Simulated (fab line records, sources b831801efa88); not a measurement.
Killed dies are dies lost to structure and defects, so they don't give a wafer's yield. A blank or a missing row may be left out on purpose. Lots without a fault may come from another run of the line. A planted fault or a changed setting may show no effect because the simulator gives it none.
A struck lot beside a sound one | flow gf180mcu | 27 steps out of a route of 602
Sound: wafers L840.2, L840.3, L840.5. Struck: wafers L850.1, L850.4, L850.5. The cause comes at the end.
At each step with rows: each side's tool, then ch and its chambers, then its first start. Under that, the readings that differ: sound wafers | struck wafers | difference of the means | sigmas: that difference in standard deviations of wafers without a fault.
alike: readings whose means differ by less than 2 such deviations, and words and numbers that are the same on both sides. not compared: withheld readings, readings that some wafer has no value for, bounds like >300 that may hide the same value, and numbers for which the record gives no deviation and whose values overlap.
The two part at a step that has a row with sigmas, a row that says differs or no value, or rows on one side only. Numbers that don't overlap but have no deviation are shown without sigmas and don't part them. A reading that every wafer of one side lacks parts them only if that side has two wafers or more.

first, 1 step without rows for these wafers: GF_V1_ETCH_16 (etches BARC in N2/H2).
GF_V1_ETCH_17: etches SiO2 in C4F8/O2/Ar, stops on TiN, target depth 630 nm.
  sound on rie_diel-01 ch 0,1; struck on rie_diel-04 ch 1,2
  alike: oes_product_au
then, 5 steps without rows for these wafers: GF_V1_STRIP_18 (strips in O2/N2); GF_V1_STRIP_19 (strips in post etch residue remover, time 1200 s); GF_V1_CLEAN_20 (cleans in DIW); GF_V1_SPUTTER_21 (material Ti, target thk 15 nm, time 80.02 s); GF_V1_SPUTTER_22 (material TiN, target thk 10 nm, time 40 s).
GF_V1_CVD_23: deposits W, target thk 350 nm, time 105.05 s.
  sound on cvd_w-01 ch 0,1, day 19 03:51; struck on cvd_w-02 ch 1, day 22 12:29
  alike: heater_power_w
GF_V1_RS_MEAS_24: measures by four-point-probe.
  sound on film_metro-01, day 19 03:59; struck on film_metro-01, day 22 12:36
  reading          | sound             | struck            | difference | sigmas
  V1_W_RS (ohm/sq) | 0.325 0.319 0.323 | 0.328 0.330 0.330 | +0.007     | +2
GF_V1_THK_MEAS_25: measures by xrf.
  sound on film_metro-01, day 19 04:05; struck on film_metro-01, day 22 12:43
  alike: V1_W_THK
GF_V1_CMP_26: polishes, stops on SiO2, t overpolish 15 s, target thk 0 nm.
  sound on cmp-02 ch 0,3, day 19 04:08; struck on cmp-02 ch 1,3, day 22 12:47
  alike: motor_current_A, overpolish_run_s, time_to_endpoint_s
GF_M2_SPUTTER_00: material Ti, target thk 37.5 nm, time 150 s.
  sound on pvd_sputter-03, day 19 04:26; struck on pvd_sputter-03, day 22 13:05
  alike: cathode_dc_power_W, chamber_pressure_pa, throttle_valve_pct
GF_M2_SPUTTER_01: material TiN, target thk 30 nm, time 25 s.
  sound on pvd_sputter-03, day 19 04:32; struck on pvd_sputter-03, day 22 13:11
  no value came back on the struck wafers for cathode_dc_power_W (W), chamber_pressure_pa (Pa), throttle_valve_pct (%); on the sound wafers cathode_dc_power_W (W) reads 6500.1 6499.4 6501.0
then, 2 steps without rows for these wafers: GF_M2_SPUTTER_02 (material AlCu, target thk 450 nm, time 23.9 s); GF_M2_SPUTTER_03 (material Ti, target thk 10 nm, time 6.7 s).
GF_M2_SPUTTER_04: material TiN, target thk 50 nm, time 41.7 s.
  sound on pvd_sputter-03, day 19 04:37; struck on pvd_sputter-03, day 22 13:16
  alike: cathode_dc_power_W, chamber_pressure_pa, throttle_valve_pct
then, 7 steps without rows for these wafers: GF_M2_DEHYDRATE_07 (time 60 s); GF_M2_HMDS_08 (prime time 60 s); GF_M2_COAT_09 (resist thk 1000 nm); GF_M2_SOFTBAKE_10 (time 60 s); GF_M2_EXPOSE_11 (exposes mask Metal2, target cd 280 nm); GF_M2_PEB_12 (peb time 90 s); GF_M2_DEVELOP_13 (develop time 60 s).
GF_M2_CD_MEAS_14: target cd 280 nm.
  sound on cd_sem-02, day 20 04:12; struck on cd_sem-01, day 23 11:59
  alike: cd_nm
GF_M2_OVL_MEAS_15:
  sound on overlay-01, day 20 04:18; struck on overlay-01, day 23 12:07
  alike: M2_OVL
GF_M2_METAL_ETCH_16: etches the open film in Cl2/BCl3, stops on SiO2, target depth 627.5 nm, time 104.6 s.
  sound on rie_metal-02 ch 0,1, day 20 04:20; struck on rie_metal-01 ch 1, day 23 12:08
  reading                | sound                | struck               | difference | sigmas
  oes_product_au (a.u.)  | 0.971 0.963 0.969    | 0.944 0.933 0.950    | -0.025     | -4
  throttle_valve_pct (%) | 28.258 28.258 28.255 | 28.290 28.291 28.286 | +0.032     | +3
  alike: drypump_motor_current_A
  not compared: rf_hours_counter_h
then, 1 step without rows for these wafers: GF_M2_STRIP_17 (strips in O2/N2).

WHERE THEY PART
First at GF_V1_RS_MEAS_24; last, within this record, at GF_M2_METAL_ETCH_16.

WHY: what the simulator had put in
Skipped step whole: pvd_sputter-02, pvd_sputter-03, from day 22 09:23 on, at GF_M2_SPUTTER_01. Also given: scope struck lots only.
